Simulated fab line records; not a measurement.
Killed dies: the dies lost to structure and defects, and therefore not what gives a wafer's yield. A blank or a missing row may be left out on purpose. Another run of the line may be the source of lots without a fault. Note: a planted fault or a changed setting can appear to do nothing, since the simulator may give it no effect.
fab line records    flow sky130
record: lots: 14  wafers: 42  last_day: 50
route steps=708 shown POLY_GATE@229 LDD_N@254 SPACER@304 SD_P@328
lots untouched by any fault: they come from a run of this same line in which no faults occurred
start_h: the number of hours between the record's first day and the start of the first shown wafer of the lot    wait_h: hours since the lot's step before    " same as the row above    L1.1+2: several wafers, shown together as one row    - no value, or no start given    * or withheld: withheld    < > ~ a bound
route shown NAME@n: names a module that has steps shown in the file, with the first one's number in the route    usual: mean and standard deviation over wafers with no fault    same: alike in all rows    chamber/n: place in a boat    sites: readings site by site    _std_site: the values' standard deviation    _edge_site: inner sites' mean taken away from outer sites' mean    radius_mm: how far each site lies from the wafer's centre    mask NAME#n: copy n    behind: tool/chamber where the wafer was last shaped    hold: what put the lot on hold/how long, in hours/how the hold closed    device: names the non-switching transistor (n, p or np)    end of line: tests of these same wafers at the route's end    for a step that has no rows: nothing shown but its recipe    killed: dies that structure and defects cost at the first sort, which is not the same as the wafer's yield    map: dies across one wafer; x = killed, . = not, _ = none there
set.NAME: the setting the step ran with; set.NAME@STEP: the setting that earlier step ran with    model.NAME: the simulator's own value behind a step, which no gauge read
one table for each step of the route and one row for each wafer, over a sample of lots
services: the hour from which a tool's chamber was out of use, counted from the record's first day as start_h (under 0 if before that day), plus the number of hours and why
== steps ==
step: SKY_POLY_GATE_ETCH_15
recipe: chemistry: N2/H2  target: BARC  ion_energy_ev: 200  source_w: 500  bias_w: 100  pressure_mtorr: 30  n2_flow_sccm: 100  h2_flow_sccm: 200  stop_on: SiO2  time_s: 118.5  target_depth_a: 1100
usual: drypump_motor_current_A: 5.7/0.47  oes_product_au: 0.717/0.0048  throttle_valve_pct: 13.212/0.009
same: time_s: 118.5
lot.wafer  tool         chamber  start_h  wait_h  drypump_motor_current_A  oes_product_au  rf_hours_counter_h  throttle_valve_pct
L175.2     rie_diel-04  2        364.24   0.0     6.0                      0.717           2                   13.210
L175.3     "            3        "        "       5.9                      0.717           3                   13.200
L175.4     "            1        "        "       5.7                      0.709           4                   13.194
L176.1     rie_diel-04  1        383.28   0.0     5.7                      0.712           4                   13.208
L176.5     "            0        "        "       4.9                      0.717           -                   13.204
L176.6     "            1        "        "       5.7                      0.714           -                   13.213
L177.2     rie_diel-04  1        396.24   0.0     5.7                      0.721           4                   13.207
L177.3     "            0        "        "       4.9                      0.716           2                   13.218
L177.5     "            0        "        "       4.9                      0.715           -                   13.192
L178.1     rie_diel-01  1        401.47   0.0     5.6                      0.728           54                  13.215
L178.4     "            2        "        "       5.9                      0.720           98                  13.205
L178.5     "            1        "        "       5.6                      0.714           -                   13.203
L179.1     rie_diel-04  3        409.07   0.0     5.8                      0.720           4                   13.206
L179.4     "            2        "        "       6.0                      0.718           3                   13.211
L179.6     "            2        "        "       6.0                      0.715           -                   13.224
L181.3     rie_diel-04  1        424.52   0.0     5.7                      0.720           5                   13.207
L181.5     "            0        "        "       5.0                      0.726           -                   13.213
L181.6     "            3        "        "       5.9                      0.720           -                   13.205
L182.1     rie_diel-02  0        431.57   0.0     6.7                      0.711           4                   13.219
L182.3     "            3        "        "       5.1                      0.716           0                   13.219
L182.4     "            2        "        "       5.1                      0.723           3                   13.201
L189.2     rie_diel-01  0        500.57   0.0     6.1                      0.719           1                   13.205
L189.3     "            1        "        "       5.6                      0.715           56                  13.213
L189.6     "            3        "        "       5.9                      0.717           -                   13.218
L192.3     rie_diel-04  3        521.39   0.0     5.9                      0.708           5                   13.222
L192.4     "            0        "        "       4.9                      0.720           -                   13.212
L192.6     "            3        "        "       5.9                      0.715           -                   13.218
L193.2     rie_diel-01  3        530.27   0.0     5.9                      0.719           6                   13.197
L193.3     "            2        "        "       5.9                      0.714           0                   13.203
L193.4     "            1        "        "       5.6                      0.714           56                  13.210
L194.1     rie_diel-02  1        539.54   0.0     6.0                      0.723           3                   13.212
L194.2     "            0        "        "       6.7                      0.720           6                   13.214
L194.6     "            1        "        "       6.0                      0.725           -                   13.222
L195.1     rie_diel-01  2        547.12   0.0     5.9                      0.715           1                   13.224
L195.5     "            1        "        "       5.6                      0.723           -                   13.218
L195.6     "            0        "        "       6.2                      0.716           -                   13.206
L197.3     rie_diel-04  0        553.12   0.0     4.9                      0.716           5                   13.193
L197.4     "            1        "        "       5.6                      0.718           -                   13.204
L197.6     "            3        "        "       5.8                      0.722           -                   13.204
L198.2     rie_diel-04  0        569.92   0.0     5.0                      0.720           5                   13.217
L198.4     "            3        "        "       5.8                      0.709           6                   13.215
L198.5     "            1        "        "       5.7                      0.722           -                   13.219
step: SKY_LDD_N_TW_MEAS_17
usual: LDD_N_TW: 2559/18
lot.wafer  tool           chamber  start_h  wait_h  LDD_N_TW
L175.2     film_metro-02  -        397.08   0.1     2539
L175.3     "              -        "        "       2550
L175.4     "              -        "        "       2551
L176.1     film_metro-02  -        416.07   0.1     2537
L176.5     "              -        "        "       2532
L176.6     "              -        "        "       2532
L177.2     film_metro-04  -        429.83   0.1     2545
L177.3     "              -        "        "       2554
L177.5     "              -        "        "       2546
L178.1     film_metro-02  -        436.20   0.1     2539
L178.4     "              -        "        "       2550
L178.5     "              -        "        "       2553
L179.1     film_metro-03  -        443.27   0.1     2589
L179.4     "              -        "        "       2577
L179.6     "              -        "        "       2577
L181.3     film_metro-02  -        458.64   0.1     2542
L181.5     "              -        "        "       2559
L181.6     "              -        "        "       2551
L182.1     film_metro-03  -        467.90   0.1     2568
L182.3     "              -        "        "       2584
L182.4     "              -        "        "       2594
L189.2     film_metro-04  -        533.48   0.1     2563
L189.3     "              -        "        "       2555
L189.6     "              -        "        "       2539
L192.3     film_metro-03  -        555.22   0.1     2568
L192.4     "              -        "        "       2582
L192.6     "              -        "        "       2573
L193.2     film_metro-03  -        564.38   0.1     2570
L193.3     "              -        "        "       2570
L193.4     "              -        "        "       2569
L194.1     film_metro-02  -        573.71   0.1     2566
L194.2     "              -        "        "       2559
L194.6     "              -        "        "       2553
L195.1     film_metro-02  -        581.17   0.1     2548
L195.5     "              -        "        "       2550
L195.6     "              -        "        "       2560
L197.3     film_metro-04  -        586.64   0.1     2547
L197.4     "              -        "        "       2557
L197.6     "              -        "        "       2557
L198.2     film_metro-04  -        604.21   0.1     2561
L198.4     "              -        "        "       2540
L198.5     "              -        "        "       2554
step: SKY_SPACER_CVD_00
recipe: material: Si3N4  precursor: DCS/NH3  target_thk_nm: 43.1  temp_c: 770  time_s: 740  pressure_mtorr: 243.8
usual: spike_tc_bottom_C: 789.8/1.1  spike_tc_centre_C: 770.8/1.9  spike_tc_lower_C: 768.6/1.4  spike_tc_top_C: 785.3/1.2  spike_tc_upper_C: 769.8/0.93  susceptor_temp_C: 770.0/0.34  zone_power_bottom_pct: 20.0/0.62
same: time_s: 740
lot.wafer  tool      chamber  start_h  wait_h  spike_tc_bottom_C  spike_tc_centre_C  spike_tc_lower_C  spike_tc_top_C  spike_tc_upper_C  susceptor_temp_C  zone_power_bottom_pct
L175.2     lpcvd-02  0        520.51   0.0     789.6              770.0              769.0             785.9           769.1             770.6             20.6
L175.3     "         0        "        "       790.2              768.4              768.7             784.6           771.1             770.3             20.2
L175.4     "         0        "        "       790.4              769.6              766.9             785.4           771.6             770.2             20.8
L176.1     lpcvd-02  0        541.90   0.2     790.1              768.1              768.6             784.9           769.4             769.9             20.5
L176.5     "         0        "        "       791.7              770.6              768.1             782.6           769.9             769.9             20.7
L176.6     "         0        "        "       790.7              769.9              766.2             785.2           768.8             770.2             20.3
L177.2     lpcvd-02  0        555.72   0.0     787.9              770.1              769.2             783.1           769.9             769.3             20.5
L177.3     "         0        "        "       791.8              770.4              766.4             785.8           768.9             770.0             20.7
L177.5     "         0        "        "       789.5              767.6              767.3             784.3           769.4             769.8             20.8
L178.1     lpcvd-02  0        561.33   0.0     791.1              768.6              767.3             785.2           772.1             769.7             20.8
L178.4     "         0        "        "       792.8              768.5              768.7             783.8           768.6             769.9             20.8
L178.5     "         0        "        "       790.3              769.5              768.4             784.1           770.8             769.9             20.7
L179.1     lpcvd-02  0        567.17   0.0     790.4              769.9              766.2             784.2           768.5             769.8             20.7
L179.4     "         0        "        "       790.1              769.0              769.0             784.6           770.8             769.3             20.6
L179.6     "         0        "        "       789.7              770.4              767.8             783.3           767.6             769.5             20.4
L181.3     lpcvd-02  0        584.20   1.3     804.3              781.1              779.1             796.7           782.3             783.4             21.9
L181.5     "         0        "        "       802.5              779.9              781.6             796.9           781.5             783.3             21.1
L181.6     "         0        "        "       802.8              783.4              781.0             797.4           783.7             784.1             21.6
L182.1     lpcvd-02  1        593.38   0.0     802.6              784.2              782.1             798.0           783.1             783.2             19.9
L182.3     "         1        "        "       803.5              787.0              782.7             800.4           782.5             782.6             19.7
L182.4     "         1        "        "       801.6              787.0              784.7             799.9           782.1             782.6             20.1
L189.2     lpcvd-02  0        655.38   0.0     790.9              768.5              768.5             783.8           770.1             770.6             20.4
L189.3     "         0        "        "       788.7              769.5              768.1             785.1           770.2             770.2             20.3
L189.6     "         0        "        "       789.0              770.3              767.9             784.3           769.2             769.5             20.5
L192.3     lpcvd-02  1        674.73   1.4     788.5              771.0              769.5             785.6           770.2             770.3             19.6
L192.4     "         1        "        "       787.4              771.8              768.6             785.2           770.9             770.3             19.3
L192.6     "         1        "        "       789.7              771.5              770.0             785.8           769.9             769.9             19.0
L193.2     lpcvd-02  1        682.27   0.0     789.2              774.1              769.9             786.4           771.2             769.8             19.2
L193.3     "         1        "        "       789.4              770.7              770.6             786.0           769.4             770.5             19.5
L193.4     "         1        "        "       788.6              771.5              769.0             785.7           769.8             770.3             19.3
L194.1     lpcvd-02  1        692.88   1.2     790.0              771.4              770.1             786.5           769.0             770.3             19.8
L194.2     "         1        "        "       788.6              774.2              771.0             786.0           770.7             770.3             19.6
L194.6     "         1        "        "       790.2              774.1              769.4             785.8           767.7             770.4             19.4
L195.1     lpcvd-02  0        698.33   0.0     790.3              769.5              767.7             784.8           769.4             770.2             20.3
L195.5     "         0        "        "       790.6              769.9              767.2             785.6           768.3             770.2             20.9
L195.6     "         0        "        "       790.8              768.0              768.5             785.6           770.1             770.1             20.4
L197.3     lpcvd-02  1        702.28   0.0     789.8              771.9              770.6             786.7           770.2             770.7             19.3
L197.4     "         1        "        "       789.6              773.7              771.1             785.3           769.9             770.6             19.5
L197.6     "         1        "        "       789.3              772.3              770.7             786.7           769.3             770.8             19.5
L198.2     lpcvd-02  0        719.68   0.0     789.3              768.0              767.3             784.5           769.7             769.8             20.5
L198.4     "         0        "        "       789.6              770.1              767.1             784.5           768.1             769.9             20.3
L198.5     "         0        "        "       790.7              768.9              768.6             784.0           769.9             769.9             20.6
step: SKY_SPACER_THK_MEAS_01
recipe: reads: Si3N4_of_SPACER_CVD_00
usual: SPACER_CVD_00_THK: 42.7/0.48
lot.wafer  tool           chamber  start_h  wait_h  hold                      SPACER_CVD_00_THK[nm]
L175.2     film_metro-02  -        521.73   0.0     -                         42.5
L175.3     "              -        "        "       -                         42.9
L175.4     "              -        "        "       -                         43.0
L176.1     film_metro-02  -        543.10   0.0     -                         42.6
L176.5     "              -        "        "       -                         43.0
L176.6     "              -        "        "       -                         43.0
L177.2     film_metro-01  -        556.94   0.0     -                         42.5
L177.3     "              -        "        "       -                         42.4
L177.5     "              -        "        "       -                         42.3
L178.1     film_metro-03  -        562.54   0.0     -                         42.4
L178.4     "              -        "        "       -                         42.1
L178.5     "              -        "        "       -                         42.1
L179.1     film_metro-03  -        568.37   0.0     -                         43.0
L179.4     "              -        "        "       -                         43.0
L179.6     "              -        "        "       -                         43.0
L181.3     film_metro-02  -        585.43   0.0     await_dispo/0.2h/release  54.6
L181.5     "              -        "        "       await_dispo/0.2h/release  54.5
L181.6     "              -        "        "       await_dispo/0.2h/release  54.7
L181.3     film_metro-02  -        585.65   0.2     -                         54.6
L181.5     "              -        "        "       -                         54.5
L181.6     "              -        "        "       -                         54.7
L182.1     film_metro-01  -        594.59   0.0     await_dispo/0.2h/release  55.2
L182.3     "              -        "        "       await_dispo/0.2h/release  55.4
L182.4     "              -        "        "       await_dispo/0.2h/release  55.3
L182.1     film_metro-01  -        594.91   0.3     -                         55.2
L182.3     "              -        "        "       -                         55.3
L182.4     "              -        "        "       -                         55.3
L189.2     film_metro-02  -        656.59   0.0     -                         42.2
L189.3     "              -        "        "       -                         42.2
L189.6     "              -        "        "       -                         41.6
L192.3     film_metro-03  -        675.95   0.0     -                         42.9
L192.4     "              -        "        "       -                         42.7
L192.6     "              -        "        "       -                         42.8
L193.2     film_metro-01  -        683.49   0.0     -                         42.5
L193.3     "              -        "        "       -                         42.3
L193.4     "              -        "        "       -                         42.4
L194.1     film_metro-03  -        694.09   0.0     -                         43.7
L194.2     "              -        "        "       -                         43.6
L194.6     "              -        "        "       -                         43.4
L195.1     film_metro-02  -        699.53   0.0     -                         42.9
L195.5     "              -        "        "       -                         42.7
L195.6     "              -        "        "       -                         43.2
L197.3     film_metro-02  -        703.51   0.0     -                         42.9
L197.4     "              -        "        "       -                         43.0
L197.6     "              -        "        "       -                         42.9
L198.2     film_metro-01  -        720.90   0.0     -                         43.0
L198.4     "              -        "        "       -                         42.9
L198.5     "              -        "        "       -                         42.9
step: SKY_SPACER_ETCHBACK_02
recipe: chemistry: CH3F/O2  target: Si3N4  stop_on: SiO2  source_w: 400  bias_w: 80  pressure_mtorr: 25  ch3f_flow_sccm: 40  O2_flow_sccm: 30  time_s: 46.7  target_depth_a: 450
usual: O2_flow_sccm: 30.01/0.088  drypump_motor_current_A: 5.8/0.31  oes_product_au: 0.850/0.0076  throttle_valve_pct: 10.561/0.0087
same: time_s: 46.7
lot.wafer  tool         chamber  start_h  wait_h  hold                      O2_flow_sccm  drypump_motor_current_A  oes_product_au  rf_hours_counter_h  throttle_valve_pct
L175.2     rie_diel-01  3        521.78   0.0     -                         29.85         5.9                      0.841           6                   10.553
L175.3     "            1        "        "       -                         29.99         5.6                      0.846           56                  10.553
L175.4     "            2        "        "       -                         29.99         6.0                      0.858           0                   10.559
L176.1     rie_diel-04  1        543.16   0.1     -                         29.90         5.6                      0.847           7                   10.549
L176.5     "            2        "        "       -                         30.20         6.0                      0.854           -                   10.562
L176.6     "            1        "        "       -                         29.96         5.6                      0.864           -                   10.554
L177.2     rie_diel-03  0        556.99   0.0     -                         30.11         6.1                      0.843           14                  10.562
L177.3     "            2        "        "       -                         30.02         5.7                      0.851           6                   10.562
L177.5     "            2        "        "       -                         29.88         5.7                      0.838           -                   10.572
L178.1     rie_diel-04  1        562.60   0.1     -                         30.01         5.6                      0.839           7                   10.557
L178.4     "            3        "        "       -                         29.97         5.8                      0.845           6                   10.543
L178.5     "            0        "        "       -                         30.13         4.9                      0.846           -                   10.567
L179.1     rie_diel-04  0        568.43   0.1     -                         30.02         4.9                      0.851           5                   10.561
L179.4     "            1        "        "       -                         30.03         5.7                      0.849           7                   10.559
L179.6     "            0        "        "       -                         30.05         4.9                      0.851           -                   10.565
L181.3     rie_diel-01  2        588.09   2.4     await_dispo/2.4h/release  30.16         6.0                      0.983           2                   10.590
L181.5     "            3        "        "       await_dispo/2.4h/release  30.06         5.9                      0.984           -                   10.574
L181.6     "            2        "        "       await_dispo/2.4h/release  29.98         6.0                      0.976           -                   10.577
L182.1     rie_diel-04  1        595.95   1.0     await_dispo/1.0h/release  29.87         5.7                      0.989           8                   10.579
L182.3     "            0        "        "       await_dispo/1.0h/release  30.04         4.9                      0.983           6                   10.566
L182.4     "            2        "        "       await_dispo/1.0h/release  30.14         6.0                      0.979           6                   10.573
L189.2     rie_diel-04  1        656.64   0.0     -                         29.92         5.7                      0.845           10                  10.571
L189.3     "            2        "        "       -                         30.01         6.0                      0.842           7                   10.548
L189.6     "            2        "        "       -                         29.83         6.0                      0.837           -                   10.558
L192.3     rie_diel-03  1        675.99   0.0     -                         29.94         5.9                      0.844           12                  10.576
L192.4     "            3        "        "       -                         29.97         5.9                      0.851           4                   10.568
L192.6     "            3        "        "       -                         29.96         5.9                      0.844           -                   10.553
L193.2     rie_diel-03  2        683.54   0.0     -                         30.01         5.7                      0.843           8                   10.579
L193.3     "            0        "        "       -                         30.15         6.1                      0.843           16                  10.562
L193.4     "            3        "        "       -                         29.98         5.8                      0.845           5                   10.571
L194.1     rie_diel-03  1        694.15   0.1     -                         29.98         5.9                      0.860           12                  10.564
L194.2     "            3        "        "       -                         29.98         5.9                      0.868           5                   10.561
L194.6     "            2        "        "       -                         30.06         5.7                      0.859           -                   10.571
L195.1     rie_diel-04  0        699.59   0.1     -                         29.81         4.9                      0.855           8                   10.572
L195.5     "            3        "        "       -                         29.91         5.8                      0.847           -                   10.564
L195.6     "            0        "        "       -                         29.98         5.0                      0.857           -                   10.572
L197.3     rie_diel-04  3        703.55   0.0     -                         29.94         5.8                      0.851           10                  10.574
L197.4     "            2        "        "       -                         29.98         6.0                      0.860           8                   10.559
L197.6     "            2        "        "       -                         29.97         6.0                      0.860           -                   10.552
L198.2     rie_diel-03  3        720.95   0.0     -                         30.07         5.9                      0.861           5                   10.561
L198.4     "            2        "        "       -                         30.05         5.7                      0.858           9                   10.542
L198.5     "            0        "        "       -                         29.84         6.1                      0.853           -                   10.556
step: SKY_SD_P_OVL_MEAS_08
usual: SD_P_OVL: -0.7/1.6
lot.wafer  tool        chamber  start_h  wait_h  SD_P_OVL[nm]
L175.2     overlay-02  -        582.91   0.1     -0.3
L175.3     "           -        "        "       -1.7
L175.4     "           -        "        "       -1.1
L176.1     overlay-01  -        604.85   0.1     -0.4
L176.5     "           -        "        "       -0.5
L176.6     "           -        "        "       -1.0
L177.2     overlay-01  -        617.21   0.1     -0.9
L177.3     "           -        "        "       -0.2
L177.5     "           -        "        "       1.4
L178.1     overlay-02  -        622.23   0.1     -0.3
L178.4     "           -        "        "       -1.8
L178.5     "           -        "        "       -1.6
L179.1     overlay-02  -        628.50   0.1     -2.3
L179.4     "           -        "        "       -2.4
L179.6     "           -        "        "       -3.5
L181.3     overlay-01  -        643.59   0.1     -0.5
L181.5     "           -        "        "       -0.5
L181.6     "           -        "        "       -1.9
L182.1     overlay-01  -        652.83   0.1     -2.7
L182.3     "           -        "        "       -1.1
L182.4     "           -        "        "       -5.2
L189.2     overlay-01  -        713.11   0.1     -1.2
L189.3     "           -        "        "       -3.1
L189.6     "           -        "        "       -2.6
L192.3     overlay-01  -        731.61   0.1     0.7
L192.4     "           -        "        "       2.4
L192.6     "           -        "        "       1.7
L193.2     overlay-02  -        739.20   0.1     0.1
L193.3     "           -        "        "       2.7
L193.4     "           -        "        "       1.6
L194.1     overlay-01  -        751.18   0.1     -2.6
L194.2     "           -        "        "       -2.4
L194.6     "           -        "        "       -1.3
L195.1     overlay-02  -        755.20   0.1     -2.3
L195.5     "           -        "        "       -1.4
L195.6     "           -        "        "       -0.8
L197.3     overlay-01  -        758.69   0.1     0.7
L197.4     "           -        "        "       1.3
L197.6     "           -        "        "       2.1
L198.2     overlay-02  -        775.54   0.1     -0.6
L198.4     "           -        "        "       0.1
L198.5     "           -        "        "       -1.5
== services ==
tool         chamber  start_h  hours  kind
lpcvd-02     -        341.81   6.0    pm
rie_diel-04  -        344.95   2.8    pm
rie_diel-03  -        350.62   2.8    pm
rie_diel-04  0        355.40   3.1    repair
rie_diel-03  3        364.22   3.0    repair
rie_diel-01  1        371.19   8.6    repair
rie_diel-01  0        406.02   4.5    repair
rie_diel-03  3        409.55   6.9    repair
rie_diel-04  0        411.59   6.0    repair
rie_diel-04  2        419.45   7.6    repair
rie_diel-01  0        420.25   16.6   repair
lpcvd-02     -        432.01   1.5    repair
rie_diel-03  0        444.40   2.9    repair
rie_diel-04  2        445.03   1.3    repair
rie_diel-02  0        457.52   2.7    repair
rie_diel-03  0        514.22   5.2    repair
rie_diel-01  -        514.44   2.8    pm
rie_diel-04  1        519.31   2.9    repair
rie_diel-04  2        550.29   3.6    repair
rie_diel-03  0        560.78   1.8    repair
rie_diel-01  2        563.10   4.2    repair
rie_diel-01  0        630.68   7.6    repair
rie_diel-01  0        659.57   14.6   repair
rie_diel-01  2        719.34   4.0    repair
== key ==
first_sign: step: SKY_SPACER_CVD_00  reading: susceptor_temp_C  direction: up  sigmas: 39  usual: *  struck: *
effect: step: SKY_SPACER_CVD_00  reading: spike_tc_upper_C  direction: up  sigmas: 14  usual: 769.8  struck: 782.5
effect: step: SKY_SPACER_THK_MEAS_01  reading: visit  direction: added
effect: step: SKY_SPACER_THK_MEAS_01  reading: SPACER_CVD_00_THK  direction: up  sigmas: 25  usual: 42.7  struck: 54.9
effect: step: SKY_SPACER_ETCHBACK_02  reading: oes_product_au  direction: up  sigmas: 17  usual: 0.850  struck: 0.982
met_at SKY_SPACER_CVD_00
struck_lots L181,L182
sort_left_out L181.3,L181.5,L181.6,L182.1,L182.3,L182.4
tester_left_out L181,L182
not_acting_at SKY_POLY_GATE_ETCH_15,SKY_LDD_N_TW_MEAS_17,SKY_SD_P_OVL_MEAS_08
onset_between 567.17 584.20
fault: kind: process_parameter_drift  tool: lpcvd-02  chamber: -  onset_h: 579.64  steps: SKY_SPACER_CVD_00  channel: temp_c  offset: *  shape: step  end_h: 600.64  acts_in: *  stated: *
tester_left_out: of these lots the tester's yield and bins aren't shown, on N5 and GAA mostly nor the transistor test; their killed dies are dies lost to structure and defects alone, not to doping, threshold or leakage, so they don't give the yield
sort_left_out: the simulated sort isn't trusted on such a fault, so these wafers' sort isn't shown, and their yield isn't known
